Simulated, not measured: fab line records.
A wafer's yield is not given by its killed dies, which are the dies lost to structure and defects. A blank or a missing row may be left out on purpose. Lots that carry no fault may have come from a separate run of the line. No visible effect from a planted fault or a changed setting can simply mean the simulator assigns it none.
fab line records -- flow sky130
record lots=5, wafers=15, last_day=48
route steps=708 shown LOCAL_INTERCONNECT@395 CONTACT@406
lots with no fault: from the same line, run without faults
start_h: hours from the record's opening day to when the first of the lot's shown wafers began -- wait_h: hours since the lot's step before -- " as in the row above -- L1.1+2: a single row standing in for several wafers -- - no value, or no start was given -- * or withheld: withheld -- < > ~ a bound
route shown NAME@n: a module of which the file shows steps, and the number in the route of the first -- usual: mean/standard deviation of fault-free wafers -- same: alike in all rows -- chamber/n: place in a boat -- sites: each site's reading -- _std_site: standard deviation across them -- _edge_site: the outer-site mean with the inner-site mean subtracted -- radius_mm: for every site, how far away it sits from the centre of the wafer -- mask NAME#n: copy n -- behind: the most recent tool/chamber to have shaped the wafer -- hold: reason for holding the lot/hours on hold/outcome of the hold -- device: transistor that didn't switch, given as n, p or np -- end of line: tests run on the same wafers once the route is complete -- where a step has no rows: the recipe by itself -- killed: the dies lost at the first sort to structure and to defects; this is not the yield of the wafer -- map: a wafer's dies, marking killed ones x, the rest . and places with no die _
set.NAME: the setting as run; set.NAME@STEP: as run at that earlier step -- model.NAME: the simulator's own value behind a step, which no gauge read
a table for each step, a row for each wafer; lots at some steps of the route
services: from which hour (start_h, from the record's first day; less than 0 if before it) a tool's chamber was out of use, for how many hours, and why
## steps
# step SKY_LOCAL_INTERCONNECT_EXPOSE_08
# recipe mask_id=LI1M, na=0.8, source_shape=annular, sigma_inner=0.55, sigma_outer=0.85, target_cd_nm=170, dose_mj=28
lot.wafer,tool,chamber,start_h,wait_h,mask
L074.4+5+6,krf_scanner-01,0,-,-,LI1M#0
L078.1+3+5,krf_scanner-01,0,-,-,LI1M#0
L081.1+5+6,krf_scanner-02,0,-,-,LI1M#0
L084.2+4+6,krf_scanner-02,0,-,-,LI1M#0
L088.1+4+6,krf_scanner-01,0,-,-,LI1M#0
# step SKY_LOCAL_INTERCONNECT_PEB_09
# recipe peb_temp_c=withheld, peb_time_s=withheld, resist=KrF-thick
lot.wafer,tool,chamber,start_h,wait_h
L074.4+5+6,litho_track-03,0,-,-
L078.1+3+5,litho_track-04,0,-,-
L081.1+5+6,litho_track-02,0,-,-
L084.2+4+6,litho_track-02,0,-,-
L088.1+4+6,litho_track-03,0,-,-
# step SKY_LOCAL_INTERCONNECT_DEVELOP_10
# recipe develop_time_s=60, resist=KrF-thick, dev_temp_c=21
lot.wafer,tool,chamber,start_h,wait_h
L074.4+5+6,litho_track-03,0,-,-
L078.1+3+5,litho_track-04,0,-,-
L081.1+5+6,litho_track-02,0,-,-
L084.2+4+6,litho_track-02,0,-,-
L088.1+4+6,litho_track-03,0,-,-
# step SKY_LOCAL_INTERCONNECT_CD_MEAS_11
# recipe target_cd_nm=170
# usual cd_nm=169.6/1.4
lot.wafer,tool,chamber,start_h,wait_h,cd_nm
L074.4,cd_sem-01,-,714.95,-,170.3
L074.5,cd_sem-01,-,714.95,-,169.5
L074.6,cd_sem-01,-,714.95,-,169.6
L078.1,cd_sem-01,-,730.13,-,170.8
L078.3,cd_sem-01,-,730.13,-,170.6
L078.5,cd_sem-01,-,730.13,-,171.2
L081.1,cd_sem-02,-,764.41,-,170.2
L081.5,cd_sem-02,-,764.41,-,169.6
L081.6,cd_sem-02,-,764.41,-,171.3
L084.2,cd_sem-01,-,794.28,-,170.6
L084.4,cd_sem-01,-,794.28,-,171.5
L084.6,cd_sem-01,-,794.28,-,171.8
L088.1,cd_sem-01,-,824.24,-,171.7
L088.4,cd_sem-01,-,824.24,-,171.5
L088.6,cd_sem-01,-,824.24,-,171.7
# step SKY_LOCAL_INTERCONNECT_OVL_MEAS_12
# usual LOCAL_INTERCONNECT_OVL=3/5.5
lot.wafer,tool,chamber,start_h,wait_h,LOCAL_INTERCONNECT_OVL[nm]
L074.4,overlay-02,-,715.03,0.1,3
L074.5,overlay-02,-,715.03,0.1,0
L074.6,overlay-02,-,715.03,0.1,1
L078.1,overlay-02,-,730.25,0.1,7
L078.3,overlay-02,-,730.25,0.1,-1
L078.5,overlay-02,-,730.25,0.1,-3
L081.1,overlay-02,-,764.53,0.1,-1
L081.5,overlay-02,-,764.53,0.1,-2
L081.6,overlay-02,-,764.53,0.1,-9
L084.2,overlay-02,-,794.39,0.1,3
L084.4,overlay-02,-,794.39,0.1,-1
L084.6,overlay-02,-,794.39,0.1,10
L088.1,overlay-02,-,824.36,0.1,5
L088.4,overlay-02,-,824.36,0.1,-1
L088.6,overlay-02,-,824.36,0.1,-1
# step SKY_LOCAL_INTERCONNECT_ETCH_13
# recipe chemistry=N2/H2, target=BARC, ion_energy_ev=200, bias_w=100, pressure_mtorr=30, n2_flow_sccm=100, h2_flow_sccm=200, icp_w=500, stop_on=SiO2, time_s=45.9, target_depth_a=600
# usual drypump_motor_current_A=5.8/0.65, oes_product_au=0.855/0.005, throttle_valve_pct=13.224/0.0087
# same time_s=45.9
lot.wafer,tool,chamber,start_h,wait_h,drypump_motor_current_A,oes_product_au,rf_hours_counter_h,throttle_valve_pct
L074.4,rie_metal-04,1,715.07,0.0,6.8,0.849,-,13.223
L074.5,rie_metal-04,0,715.07,0.0,6.1,0.862,-,13.221
L074.6,rie_metal-04,1,715.07,0.0,6.8,0.846,-,13.209
L078.1,rie_metal-01,1,730.28,0.0,5.8,0.850,3,13.222
L078.3,rie_metal-01,0,730.28,0.0,4.9,0.848,-,13.217
L078.5,rie_metal-01,1,730.28,0.0,5.8,0.863,-,13.226
L081.1,rie_metal-03,1,764.57,0.0,5.8,0.858,13,13.223
L081.5,rie_metal-03,1,764.57,0.0,5.7,0.851,-,13.220
L081.6,rie_metal-03,0,764.57,0.0,5.3,0.851,-,13.221
L084.2,rie_metal-04,0,794.42,0.0,6.1,0.854,13,13.213
L084.4,rie_metal-04,0,794.42,0.0,6.1,0.854,-,13.232
L084.6,rie_metal-04,1,794.42,0.0,6.7,0.855,-,13.215
L088.1,rie_metal-01,0,824.40,0.0,4.9,0.855,7,13.218
L088.4,rie_metal-01,1,824.40,0.0,5.7,0.857,-,13.236
L088.6,rie_metal-01,0,824.40,0.0,4.9,0.851,-,13.240
# step SKY_LOCAL_INTERCONNECT_METAL_ETCH_14
# recipe target_depth_nm=110, stop_on=PSG, chemistry=Cl2/BCl3, target=TiN, resist_sidewall_deg=88, pressure_mtorr=10, icp_w=900, bias_w=48.5, Cl2_flow_sccm=60, bcl3_flow_sccm=30, time_s=31.4
# usual drypump_motor_current_A=5.8/0.65, mfc_cl2_sccm=60.00/0.17, oes_product_au=0.945/0.006, throttle_valve_pct=21.898/0.0086
# same time_s=31.4
lot.wafer,tool,chamber,start_h,wait_h,drypump_motor_current_A,mfc_cl2_sccm,oes_product_au,rf_hours_counter_h,throttle_valve_pct
L074.4,rie_metal-04,1,715.13,0.0,6.7,60.06,0.946,-,21.901
L074.5,rie_metal-04,0,715.13,0.0,6.0,60.20,0.946,-,21.895
L074.6,rie_metal-04,1,715.13,0.0,6.7,60.17,0.950,-,21.897
L078.1,rie_metal-01,1,730.35,0.0,5.8,60.02,0.947,3,21.894
L078.3,rie_metal-01,0,730.35,0.0,4.9,60.17,0.957,-,21.907
L078.5,rie_metal-01,1,730.35,0.0,5.8,59.83,0.948,-,21.902
L081.1,rie_metal-03,1,764.63,0.0,5.8,60.13,0.942,13,21.919
L081.5,rie_metal-03,1,764.63,0.0,5.8,59.71,0.940,-,21.906
L081.6,rie_metal-03,0,764.63,0.0,5.3,59.55,0.951,-,21.890
L084.2,rie_metal-04,0,794.48,0.0,6.1,60.09,0.944,13,21.891
L084.4,rie_metal-04,0,794.48,0.0,6.1,59.86,0.947,-,21.897
L084.6,rie_metal-04,1,794.48,0.0,6.7,59.89,0.951,-,21.900
L088.1,rie_metal-01,0,824.46,0.0,4.9,60.04,0.939,7,21.897
L088.4,rie_metal-01,1,824.46,0.0,5.8,60.04,0.938,-,21.895
L088.6,rie_metal-01,0,824.46,0.0,4.9,59.70,0.927,-,21.901
# step SKY_LOCAL_INTERCONNECT_STRIP_15
# recipe chemistry=O2/N2, power_w=1400, pressure_mtorr=1500, platen_temp_c=withheld, o2_flow_sccm=3000, n2_flow_sccm=300, overash_fraction=0.5
# usual drypump_motor_current_A=5.69/0.24, oes_product_au=0.427/0.0047, strip_time_to_endpoint_s=4.725/0.021
# same overash_fraction=0.5
lot.wafer,tool,chamber,start_h,wait_h,drypump_motor_current_A,oes_product_au,rf_hours_counter_h,strip_time_to_endpoint_s
L074.4,plasma_asher-01,1,715.19,0.1,5.82,0.426,-,4.764
L074.5,plasma_asher-01,0,715.19,0.1,5.33,0.434,-,4.754
L074.6,plasma_asher-01,1,715.19,0.1,5.84,0.438,-,4.741
L078.1,plasma_asher-02,0,730.40,0.0,6.06,0.427,101,4.717
L078.3,plasma_asher-02,0,730.40,0.0,6.02,0.420,-,4.688
L078.5,plasma_asher-02,0,730.40,0.0,6.03,0.425,-,4.700
L081.1,plasma_asher-02,1,764.68,0.0,5.33,0.426,2,4.711
L081.5,plasma_asher-02,1,764.68,0.0,5.34,0.425,-,4.724
L081.6,plasma_asher-02,0,764.68,0.0,6.01,0.424,-,4.706
L084.2,plasma_asher-04,1,794.54,0.0,5.86,0.420,69,4.684
L084.4,plasma_asher-04,0,794.54,0.0,5.68,0.420,-,4.713
L084.6,plasma_asher-04,0,794.54,0.0,5.69,0.435,-,4.739
L088.1,plasma_asher-04,1,824.51,0.0,5.86,0.426,72,4.735
L088.4,plasma_asher-04,0,824.51,0.0,5.70,0.427,-,4.736
L088.6,plasma_asher-04,0,824.51,0.0,5.68,0.430,-,4.723
# step SKY_LOCAL_INTERCONNECT_STRIP_16
# recipe chemistry=post_etch_residue_remover, time_s=1200, temp_c=72.5
# same time_s=1200
lot.wafer,tool,chamber,start_h,wait_h
L074.4+5+6,wet_bench-02,3,715.26,0.0
L078.1+3+5,wet_bench-02,0,730.50,0.1
L081.1+5+6,wet_bench-01,2,764.78,0.1
L084.2+4+6,wet_bench-01,0,794.64,0.1
L088.1+4+6,wet_bench-04,0,824.61,0.1
# step SKY_LOCAL_INTERCONNECT_CLEAN_17
# recipe chemistry=IPA, time_s=180, temp_c=25
# same time_s=180
lot.wafer,tool,chamber,start_h,wait_h
L074.4+5+6,wet_bench-01,1,715.60,0.0
L078.1+3+5,wet_bench-04,3,730.84,0.0
L081.1+5+6,wet_bench-02,1,765.13,0.0
L084.2+4+6,wet_bench-04,2,795.01,0.0
L088.1+4+6,wet_bench-01,1,824.98,0.0
# step SKY_LOCAL_INTERCONNECT_CLEAN_18
# recipe chemistry=O3/DIW, dry=n2_spin
lot.wafer,tool,chamber,start_h,wait_h
L074.4+5+6,wet_bench-02,2,715.66,0.0
L078.1+3+5,wet_bench-02,0,730.90,0.0
L081.1+5+6,wet_bench-04,1,765.18,0.0
L084.2+4+6,wet_bench-01,2,795.07,0.0
L088.1+4+6,wet_bench-04,1,825.05,0.0
# step SKY_CONTACT_CVD_00
# recipe material=Si3N4, target_thk_nm=75, temp_c=400, time_s=withheld, rf_w=450
# usual heater_power_w=688/93
lot.wafer,tool,chamber,start_h,wait_h,heater_power_w
L074.4,pecvd-04,2,715.77,0.0,541
L074.5,pecvd-04,1,715.77,0.0,650
L074.6,pecvd-04,0,715.77,0.0,590
L078.1,pecvd-01,1,730.99,0.0,700
L078.3,pecvd-01,0,730.99,0.0,746
L078.5,pecvd-01,1,730.99,0.0,705
L081.1,pecvd-02,0,765.28,0.0,673
L081.5,pecvd-02,2,765.28,0.0,705
L081.6,pecvd-02,1,765.28,0.0,671
L084.2,pecvd-04,2,795.17,0.0,604
L084.4,pecvd-04,0,795.17,0.0,645
L084.6,pecvd-04,1,795.17,0.0,674
L088.1,pecvd-04,2,825.15,0.0,578
L088.4,pecvd-04,0,825.15,0.0,695
L088.6,pecvd-04,1,825.15,0.0,664
# step SKY_CONTACT_THK_MEAS_01
# recipe reads=Si3N4_of_CONTACT_CVD_00
# usual CONTACT_CVD_00_THK=75.1/0.98
lot.wafer,tool,chamber,start_h,wait_h,CONTACT_CVD_00_THK[nm]
L074.4,film_metro-03,-,715.82,-,77.5
L074.5,film_metro-03,-,715.82,-,77.1
L074.6,film_metro-03,-,715.82,-,77.5
L078.1,film_metro-02,-,731.03,-,74.6
L078.3,film_metro-02,-,731.03,-,73.7
L078.5,film_metro-02,-,731.03,-,75.6
L081.1,film_metro-01,-,765.31,-,74.1
L081.5,film_metro-01,-,765.31,-,76.1
L081.6,film_metro-01,-,765.31,-,75.5
L084.2,film_metro-01,-,795.21,-,74.6
L084.4,film_metro-01,-,795.21,-,76.4
L084.6,film_metro-01,-,795.21,-,75.3
L088.1,film_metro-02,-,825.18,-,76.9
L088.4,film_metro-02,-,825.18,-,75.7
L088.6,film_metro-02,-,825.18,-,76.3
# step SKY_CONTACT_HDPCVD_02
# recipe material=SiO2, target_thk_nm=565, sigma_open_frac=0.3, time_s=94.2, temp_c=600, sih4_flow_sccm=60, pressure_mtorr=6
# same time_s=94.2
lot.wafer,tool,chamber,start_h,wait_h
L074.4+5+6,hdpcvd-02,"0,2,1",715.88,0.1
L078.1+3+5,hdpcvd-01,"2,0,2",731.09,0.1
L081.1+5+6,hdpcvd-02,"1,2,0",765.37,0.1
L084.2+4+6,hdpcvd-02,"2,0,2",795.26,0.0
L088.1+4+6,hdpcvd-02,"2,0,2",825.24,0.1
# step SKY_CONTACT_THK_MEAS_03
# recipe reads=SiO2_of_CONTACT_HDPCVD_02
# usual CONTACT_HDPCVD_THK=561/6
lot.wafer,tool,chamber,start_h,wait_h,CONTACT_HDPCVD_THK[nm]
L074.4,film_metro-02,-,715.95,0.0,564
L074.5,film_metro-02,-,715.95,0.0,560
L074.6,film_metro-02,-,715.95,0.0,564
L078.1,film_metro-01,-,731.16,0.0,558
L078.3,film_metro-01,-,731.16,0.0,559
L078.5,film_metro-01,-,731.16,0.0,562
L081.1,film_metro-03,-,765.44,0.0,572
L081.5,film_metro-03,-,765.44,0.0,566
L081.6,film_metro-03,-,765.44,0.0,557
L084.2,film_metro-02,-,795.34,0.0,563
L084.4,film_metro-02,-,795.34,0.0,560
L084.6,film_metro-02,-,795.34,0.0,570
L088.1,film_metro-03,-,825.31,0.0,563
L088.4,film_metro-03,-,825.31,0.0,553
L088.6,film_metro-03,-,825.31,0.0,564
## services
tool,chamber,start_h,hours,kind
plasma_asher-02,-,684.16,7.0,repair
krf_scanner-02,-,688.20,1.2,repair
rie_metal-03,-,693.30,2.8,pm
krf_scanner-02,-,695.88,1.0,pm
hdpcvd-02,0,697.49,4.7,repair
pecvd-01,-,697.93,1.6,repair
plasma_asher-02,-,698.03,1.7,repair
pecvd-01,-,712.09,0.8,pm
plasma_asher-01,-,719.50,1.9,repair
plasma_asher-02,-,733.75,9.0,pm
krf_scanner-01,-,735.13,0.8,pm
plasma_asher-01,-,742.75,2.8,pm
krf_scanner-02,-,761.37,0.8,pm
krf_scanner-02,-,765.07,4.4,pm
krf_scanner-01,-,774.64,11.7,repair
rie_metal-04,-,776.47,4.3,pm
krf_scanner-02,-,783.09,0.1,repair
rie_metal-04,1,791.74,1.5,repair
krf_scanner-01,-,797.79,1.3,pm
krf_scanner-02,-,807.26,0.5,repair
krf_scanner-02,-,810.18,2.4,repair
krf_scanner-01,-,814.84,1.0,pm
rie_metal-03,-,820.09,0.5,repair
krf_scanner-02,-,824.06,1.3,pm
## key
fault none
